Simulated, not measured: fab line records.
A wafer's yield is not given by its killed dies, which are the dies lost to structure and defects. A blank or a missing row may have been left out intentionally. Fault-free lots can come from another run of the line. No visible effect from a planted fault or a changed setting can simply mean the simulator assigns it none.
Struck lot and sound lot, side by side || flow sky130 || 22 steps out of a route of 708
Sound: the wafers L227.1, L227.5, L227.6. The struck wafers were L238.2, L238.3, L238.6. At the end, the cause is stated.
For every step that has rows: the tool of each side, followed by ch and its chambers, followed by its first start. Under that, the readings that differ: sound wafers || struck wafers || difference of the means || sigmas: that difference in standard deviations of wafers without a fault.
alike: a reading whose means differ by less than 2 such deviations, as well as words and numbers matching on both sides. not compared: withheld readings; readings where some wafer has no value; bounds like >300 that might hide an equal value; numbers whose values overlap and for which the record gives no deviation.
Wherever a step has rows on one side only, a row that says differs or no value, or a row with sigmas, the two part there. Non-overlapping numbers with no deviation appear without sigmas and do not part them. A reading missing from all wafers of one side parts the sides only when that side holds two or more wafers.

SKY_METAL2_SPUTTER_00: material Ti, target thk 15 nm, time 10 s.
  sound: pvd_sputter-04 at day 36 08:13; struck: pvd_sputter-01 at day 39 13:46
  alike: chamber_pressure_pa, throttle_valve_pct
SKY_METAL2_SPUTTER_01: material TiN, target thk 20 nm, time 16.7 s.
  sound: pvd_sputter-04 at day 36 08:14; struck: pvd_sputter-01 at day 39 13:47
  alike: chamber_pressure_pa, throttle_valve_pct
then, 1 step without rows for these wafers: SKY_METAL2_SPUTTER_02 (material AlCu, target thk 250 nm, time 13.3 s).
SKY_METAL2_SPUTTER_03: material Ti, target thk 5 nm, time 3.3 s.
  sound: pvd_sputter-04 at day 36 08:17; struck: pvd_sputter-01 at day 39 13:50
  alike: chamber_pressure_pa, throttle_valve_pct
SKY_METAL2_SPUTTER_04: material TiN, target thk 70 nm, time 58.3 s.
  sound: pvd_sputter-04 at day 36 08:18; struck: pvd_sputter-01 at day 39 13:51
{"reading": "chamber_pressure_pa (Pa)", "sound": "0.4024 0.4005 0.4014", "struck": "0.4000 0.3999 0.3989", "difference": -0.0018, "sigmas": -2}
  alike: throttle_valve_pct
SKY_METAL2_RS_MEAS_05: uses a four-point probe to measure.
  sound: film_metro-03 at day 36 08:20; struck: film_metro-03 at day 39 13:55
{"reading": "METAL2_ALCU_RS (ohm/sq)", "sound": "0.1277 0.1294 0.1267", "struck": "0.1240 0.1232 0.1244", "difference": -0.0041, "sigmas": -2}
SKY_METAL2_THK_MEAS_06: measures by xrf.
  sound: film_metro-03 at day 36 08:28; struck: film_metro-03 at day 39 14:02
{"reading": "METAL2_ALCU_THK (nm)", "sound": "247 245 250", "struck": "256 257 256", "difference": "+9", "sigmas": "+2"}
then, 5 steps without rows for these wafers: SKY_METAL2_DEHYDRATE_07 (time 60 s); SKY_METAL2_HMDS_08 (prime time 60 s); SKY_METAL2_COAT_09 (resist thk 60 nm); SKY_METAL2_COAT_10 (resist thk 450 nm); SKY_METAL2_SOFTBAKE_11 (time 90 s).
SKY_METAL2_EXPOSE_12: exposes mask MM2, target cd 140 nm.
  sound on krf_scanner-01 ch 0, day 36 21:53; struck on krf_scanner-02 ch 0, day 40 02:26
{"reading": "exposure_dose_mJ_cm2", "sound": "27.96 27.91 27.94", "struck": "26.14 26.14 26.15", "difference": -1.79, "sigmas": -58}
  alike: mask
then, 2 steps without rows for these wafers: SKY_METAL2_PEB_13; SKY_METAL2_DEVELOP_14 (develop time 60 s).
SKY_METAL2_CD_MEAS_15 targets a cd of 140 nm.
  sound: cd_sem-02 at day 37 10:35; struck: cd_sem-02 at day 40 14:31
{"reading": "cd_nm (nm)", "sound": "140.6 139.6 141.9", "struck": "152.7 152.2 151.7", "difference": "+11.5", "sigmas": "+9"}
SKY_METAL2_OVL_MEAS_16:
  sound: overlay-02 at day 37 10:43; struck: overlay-02 at day 40 14:37
  alike: METAL2_OVL
SKY_METAL2_DESCUM_17: chemistry O2, time 8 s.
  sound on rie_metal-02 ch 0,1, day 37 10:45; struck on rie_metal-02 ch 0,1, day 40 14:39
{"reading": "model.METAL2.cd_nm (nm)", "sound": "140.9 140.8 142.5", "struck": "154 153.1 152.9", "difference": "+12", "sigmas": ""}
  alike: drypump_motor_current_A, oes_product_au
  not compared: rf_hours_counter_h
SKY_METAL2_ETCH_18: etches BARC in N2/H2, stops on SiO2, time 45.9 s, target depth 60 nm.
  sound on rie_metal-02 ch 0,1, day 37 10:47; struck on rie_metal-02 ch 0,1, day 40 14:41
  alike: drypump_motor_current_A, oes_product_au, throttle_valve_pct
  not compared: rf_hours_counter_h
SKY_METAL2_METAL_ETCH_19: etches the open film in Cl2/BCl3, stops on SiO2, target depth 360 nm, time 78 s.
  sound on rie_metal-02 ch 0,1, day 37 10:50; struck on rie_metal-02 ch 0,1, day 40 14:44
{"reading": "model.METAL2.cd_nm (nm)", "sound": "139.7 143.4 141.1", "struck": "155.8 149.7 149.8", "difference": "+10.4", "sigmas": ""}
  alike: bcl3_flow_sccm, drypump_motor_current_A, mfc_cl2_sccm, oes_product_au, throttle_valve_pct
  not compared: rf_hours_counter_h
then, 1 step without rows for these wafers: SKY_METAL2_STRIP_20 (strips in O2/N2).
-- the record jumps here: 9 days lie between the struck wafers' starts before and after (it left off in module METAL2 and takes up again in module PAD_OPEN, whose first step shown is number 708 of the route) --
SKY_PAD_OPEN_PROBE_99:
  sound: prober-02 at day 47 16:49; struck: prober-01 at day 49 23:41
{"reading": "model.etest.met2.width_nm (nm)", "sound": "136.7 143.2 139.9", "struck": "157.9 147.2 150", "difference": "+11.8", "sigmas": ""}
{"reading": "model.etest.met2.line_ohm_um", "sound": "0.9483 0.9056 0.9226", "struck": "0.7901 0.8499 0.8386", "difference": -0.0993, "sigmas": ""}
  alike: defect_limited_yield, killed_at_M0_to_M3, killed_at_M4_up, killed_at_contacts, killed_at_front_end, killed_at_other, killed_dies, killed_on_rim, killed_open, killed_short, sort_bin_3_pad_short, sort_bin_5_function, sort_bin_6_memory, sort_n_pass, sort_yield_pct
  not compared: model.etest.tester.sort_bin_3_pct

== WHERE THEY PART ==
Earliest at SKY_METAL2_SPUTTER_04; latest, in this record, at SKY_METAL2_CD_MEAS_15. Later steps at which nothing parts them and some readings are alike: SKY_METAL2_OVL_MEAS_16, SKY_METAL2_DESCUM_17, SKY_METAL2_ETCH_18, SKY_METAL2_METAL_ETCH_19, SKY_PAD_OPEN_PROBE_99.

WHY: what had been put in by the simulator
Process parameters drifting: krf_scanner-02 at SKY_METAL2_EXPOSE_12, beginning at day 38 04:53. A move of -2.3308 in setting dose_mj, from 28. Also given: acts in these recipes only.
